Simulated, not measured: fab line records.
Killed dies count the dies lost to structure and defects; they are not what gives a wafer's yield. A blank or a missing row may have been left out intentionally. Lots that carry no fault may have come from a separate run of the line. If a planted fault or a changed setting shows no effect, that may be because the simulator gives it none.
A struck lot beside a sound one	flow sky130	15 steps out of a route of 708
Sound: the wafers L984.1, L984.3, L984.6. Struck: wafers L993.2, L993.5. (L993.3 of the same lot was not struck and is left out.) The cause comes at the end.
For every step that has rows: the tool of each side, followed by ch and its chambers, followed by its first start. Under that, the readings that differ: sound wafers	struck wafers	difference of the means	sigmas: that difference in standard deviations of wafers without a fault.
alike: same words and numbers on both sides, and readings whose means sit less than 2 such deviations apart. not compared: any withheld reading, any reading some wafer has no value for, any bound like >300 that may hide the same value, and any number with overlapping values for which the record gives no deviation.
Wherever a step has rows on one side only, a row that says differs or no value, or a row with sigmas, the two part there. When numbers do not overlap yet have no deviation, they are printed without sigmas and do not part them. Lack of a reading on every wafer of one side parts them only where that side has two or more wafers.

SKY_LI_CONTACT_CD_MEAS_12 targets a cd of 170 nm.
  sound on cd_sem-02, day 30 12:37; struck on cd_sem-01, day 33 12:59
  alike: cd_nm
SKY_LI_CONTACT_OVL_MEAS_13:
  sound on overlay-01, day 30 12:44; struck on overlay-02, day 33 13:05
  alike: LI_CONTACT_OVL
SKY_LI_CONTACT_ETCH_14: etches BARC in N2/H2, stops on SiO2, time 45.9 s, target depth 60 nm.
  sound on rie_diel-03 ch 0,1, day 30 12:46; struck on rie_diel-02 ch 0,3, day 33 13:07
  alike: drypump_motor_current_A, h2_flow_sccm, oes_product_au, throttle_valve_pct
  not compared: rf_hours_counter_h
SKY_LI_CONTACT_ETCH_15: etches PSG in C4F8/O2/Ar, stops on Si, target depth 600 nm.
  sound on rie_diel-03 ch 0,1, day 30 12:49; struck on rie_diel-02 ch 0,3, day 33 13:10
  alike: oes_product_au
SKY_LI_CONTACT_STRIP_16: strips in O2/N2.
  sound on plasma_asher-02 ch 0,1, day 30 12:53; struck on plasma_asher-03 ch 1, day 33 13:15
  alike: drypump_motor_current_A, oes_product_au, strip_time_to_endpoint_s
  not compared: rf_hours_counter_h
then, 4 steps without rows for these wafers: SKY_LI_CONTACT_CLEAN_17 (cleans in NMP, time 600 s); SKY_LI_CONTACT_PRE_CLEAN_18 (time 5.6 s); SKY_LI_CONTACT_SPUTTER_19 (material Ti, target thk 20 nm, time 106.37 s); SKY_LI_CONTACT_SPUTTER_20 (material TiN, target thk 20 nm, time 80 s).
SKY_LI_CONTACT_CVD_21: deposits W, target thk 400 nm, time 120.56 s.
  sound on cvd_w-01 ch 0,1, day 30 13:20; struck on cvd_w-02 ch 0,1, day 33 13:41
  alike: heater_power_w
SKY_LI_CONTACT_RS_MEAS_22: uses a four-point probe to measure.
  sound on film_metro-04, day 30 13:28; struck on film_metro-02, day 33 13:49
  alike: LI_CONTACT_W_RS
SKY_LI_CONTACT_THK_MEAS_23: measures by xrf.
  sound on film_metro-04, day 30 13:35; struck on film_metro-02, day 33 13:56
  alike: LI_CONTACT_W_THK
SKY_LI_CONTACT_CMP_24: polishes, stops on PSG, t overpolish 20 s, target thk 0 nm.
  sound on cmp-01 ch 0,1,3, day 30 13:42; struck on cmp-01 ch 2, day 33 13:59
reading	sound	struck	difference	sigmas
overpolish_run_s (s)	19.993 19.993 20.012	16.856 16.860	-3.141	-99 or more
t_overpolish_s (s)	20 20 20	16.847 16.847	-3.153	
  alike: head_pressure_psi, motor_current_A, time_to_endpoint_s
SKY_LOCAL_INTERCONNECT_SPUTTER_00: material TiN, target thk 100 nm, time 79.57 s.
  sound on pvd_sputter-01, day 30 13:57; struck on pvd_sputter-01, day 33 14:17
  alike: cathode_dc_power_W, throttle_valve_pct
after that, 1 step had no rows for these wafers: SKY_PAD_OPEN_PROBE_99.

WHERE THEY PART
SKY_LI_CONTACT_CMP_24 only, going by this record. Later steps at which nothing parts them and some readings are alike: SKY_LOCAL_INTERCONNECT_SPUTTER_00.

WHY: the cause the simulator had injected
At SKY_LI_CONTACT_CMP_24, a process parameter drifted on cmp-01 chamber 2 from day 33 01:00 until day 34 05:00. Setting t_overpolish_s shifted by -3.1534 from 20. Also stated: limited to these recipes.
